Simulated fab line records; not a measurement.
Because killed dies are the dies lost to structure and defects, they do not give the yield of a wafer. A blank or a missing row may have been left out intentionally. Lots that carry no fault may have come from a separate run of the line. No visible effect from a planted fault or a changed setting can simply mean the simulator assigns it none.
Chamber matching ; flow gf180mcu ; GF_MIM_CVD_05 on pecvd-02 has 3 sister chambers
The step deposits Si3N4, target thk 42 nm, time 27.96 s. 16 wafers are shown with their chamber, then 8 later ones without.

== WAFERS PAIRED WITH THEIR CHAMBERS ==
wafer;chamber;heater_power_w (W)
L429.3;0;719
L429.4;1;633
L429.5;0;729
L431.2;0;721
L431.3;2;715
L431.4;1;517
L433.1;1;610
L433.2;0;670
L433.5;0;654
L434.2;1;584
L434.3;0;763
L434.4;1;561
L435.1;1;631
L435.4;1;630
L435.5;2;782
L440.4;0;755

SIGNATURES (means of the wafers above)
reading;chamber 0;chamber 1;chamber 2;scatter within a chamber
heater_power_w;715.86;595.14;748.50;42.7
Rule: for a wafer and a chamber, the distance is found by dividing, reading by reading, the gap between the wafer's reading and the chamber's mean by the reading's scatter, squaring, summing and taking the root. The wafer belongs to the nearest chamber; if the next one is less than 2 further off, it can't be placed. The scatter: take each reading less its chamber's mean, square it, sum over the shown wafers, divide by the number of wafers less the number of chambers, and take the root.

== WAFERS WITH NO CHAMBER GIVEN ==
wafer;heater_power_w (W)
L440.5;569
L440.6;783
L441.1;702
L441.2;614
L441.4;700
L450.1;791
L450.4;690
L450.5;589

== WHICH CHAMBER EACH WENT THROUGH ==
wafer;from the rows above;in truth
L440.5;1;1
L440.6;can't be placed: 2 or 0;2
L441.1;can't be placed: 0 or 2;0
L441.2;can't be placed: 1 or 0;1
L441.4;can't be placed: 0 or 2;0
L450.1;can't be placed: 2 or 0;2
L450.4;can't be placed: 0 or 2 or 1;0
L450.5;1;1
Correctly placed: 2 of 8. Cannot be placed on the basis of these rows: 6; the candidates contain the true chamber in 6. 0 placed wrongly.
